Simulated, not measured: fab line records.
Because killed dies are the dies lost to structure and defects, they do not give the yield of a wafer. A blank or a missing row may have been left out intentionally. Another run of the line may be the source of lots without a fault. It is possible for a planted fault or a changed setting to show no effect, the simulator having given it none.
A struck lot beside a sound one | flow gf180mcu | 18 out of 602 route steps
Sound: wafers L159.2, L159.3, L159.6. Wafers struck: L170.2, L170.4, L170.5. Last of all comes the cause.
Order at every step that has rows: each side's tool, ch and its chambers, its first start. Under that, the readings that differ: sound wafers | struck wafers | difference of the means | sigmas: that difference in standard deviations of wafers without a fault.
alike: a reading whose means differ by less than 2 such deviations, as well as words and numbers matching on both sides. not compared: withheld readings; readings where some wafer has no value; bounds like >300 that might hide an equal value; numbers whose values overlap and for which the record gives no deviation.
Wherever a step has rows on one side only, a row that says differs or no value, or a row with sigmas, the two part there. Numbers that don't overlap but have no deviation are shown without sigmas and don't part them. Lack of a reading on every wafer of one side parts them only where that side has two or more wafers.

first, 2 steps without rows for these wafers: GF_CONTACT_PEB_12 (peb time 90 s); GF_CONTACT_DEVELOP_13 (develop time 60 s).
GF_CONTACT_CD_MEAS_14: the cd target is 220 nm.
  sound: cdSem-01 at day 18 16:08; struck: cdSem-02 at day 22 05:06
  alike: cdNm
GF_CONTACT_OVL_MEAS_15:
  sound: overlay-02 at day 18 16:15; struck: overlay-02 at day 22 05:12
  alike: CONTACT_OVL
GF_CONTACT_ETCH_16: etches BARC in N2/H2.
  sound on rieDiel-04 ch 0,3, day 18 16:17; struck on rieDiel-02 ch 0,1, day 22 05:14
  alike: chamberPressureMTorr, drypumpMotorCurrentA, oesProductAu, throttleValvePct
then, 1 step without rows for these wafers: GF_CONTACT_ETCH_17 (etches SiO2 in C4F8/O2/Ar, stops on CoSi2, target depth 860 nm).
GF_CONTACT_STRIP_18: strips in O2/N2.
  sound on plasmaAsher-01 ch 0,1, day 18 16:26; struck on plasmaAsher-04 ch 1, day 22 05:23
  alike: chamberPressureMTorr, drypumpMotorCurrentA, heaterPowerW, oesProductAu
  not compared: rfHoursCounterH
then, 3 steps without rows for these wafers: GF_CONTACT_CLEAN_19 (cleans in SPM); GF_CONTACT_CLEAN_20 (cleans in DIW); GF_CONTACT_CLEAN_21 (cleans in dHF, time 20 s).
GF_CONTACT_SPUTTER_22: material Ti, target thk 15 nm, time 80.02 s.
  sound: pvdSputter-03 at day 18 16:44; struck: pvdSputter-04 at day 22 05:42
  alike: throttleValvePct
GF_CONTACT_SPUTTER_23: material TiN, target thk 10 nm, time 40 s.
  sound: pvdSputter-03 at day 18 16:48; struck: pvdSputter-04 at day 22 05:46
  alike: throttleValvePct
GF_CONTACT_CVD_24: deposits W, target thk 300 nm, time 90.339 s.
  sound on cvdW-01 ch 0,1, day 18 16:50; struck on cvdW-01 ch 0, day 22 05:48
reading                              | sound                | struck               | difference | sigmas
heaterPowerW (W)                     | 851 968 861          | 1110 1103 1134       | +222       | +2
susceptorTempC (C)                   | 399.73 400.25 400.02 | 423.57 423.67 424.30 | +23.85     | +99 or more
model.W_of_CONTACT_CVD_24.thkNm (nm) | 295.6 298.3 297.2    | 459.8 455.2 458      | +160.6     | 
GF_CONTACT_RS_MEAS_25: the measuring method here is four-point-probe.
  sound: filmMetro-01 at day 18 16:58; struck: filmMetro-04 at day 22 05:55
reading               | sound             | struck            | difference | sigmas
CONTACT_W_RS (ohm/sq) | 0.387 0.383 0.385 | 0.248 0.251 0.249 | -0.136     | -26
GF_CONTACT_THK_MEAS_26: measures by xrf.
  sound: filmMetro-01 at day 18 17:04; struck: filmMetro-04 at day 22 06:02
reading            | sound       | struck      | difference | sigmas
CONTACT_W_THK (nm) | 300 301 300 | 461 459 462 | +160       | +32
GF_CONTACT_CMP_27: polishes, stops on SiO2, t overpolish 15 s, target thk 0 nm.
  sound on cmp-02 ch 1,2,3, day 18 17:10; struck on cmp-02 ch 1,2, day 22 06:05
reading             | sound          | struck            | difference | sigmas
timeToEndpointS (s) | 74.0 74.8 71.3 | 113.3 113.8 111.5 | +39.5      | +14
  alike: motorCurrentA, slurryFlowMlMin
GF_M1_SPUTTER_00: material Ti, target thk 37.5 nm, time 150 s.
  sound: pvdSputter-01 at day 18 17:25; struck: pvdSputter-03 at day 22 06:23
  alike: throttleValvePct
next, for these wafers, 1 step has no rows: GF_PASSIVATION_PROBE_99.

== WHERE THEY PART ==
Last at GF_CONTACT_CMP_27 as far as this record goes, first at GF_CONTACT_CVD_24. Later steps at which nothing parts them and some readings are alike: GF_M1_SPUTTER_00.

WHY: what the simulator had put in
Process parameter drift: cvdW-01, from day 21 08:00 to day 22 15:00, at GF_CONTACT_CVD_24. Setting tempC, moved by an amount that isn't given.
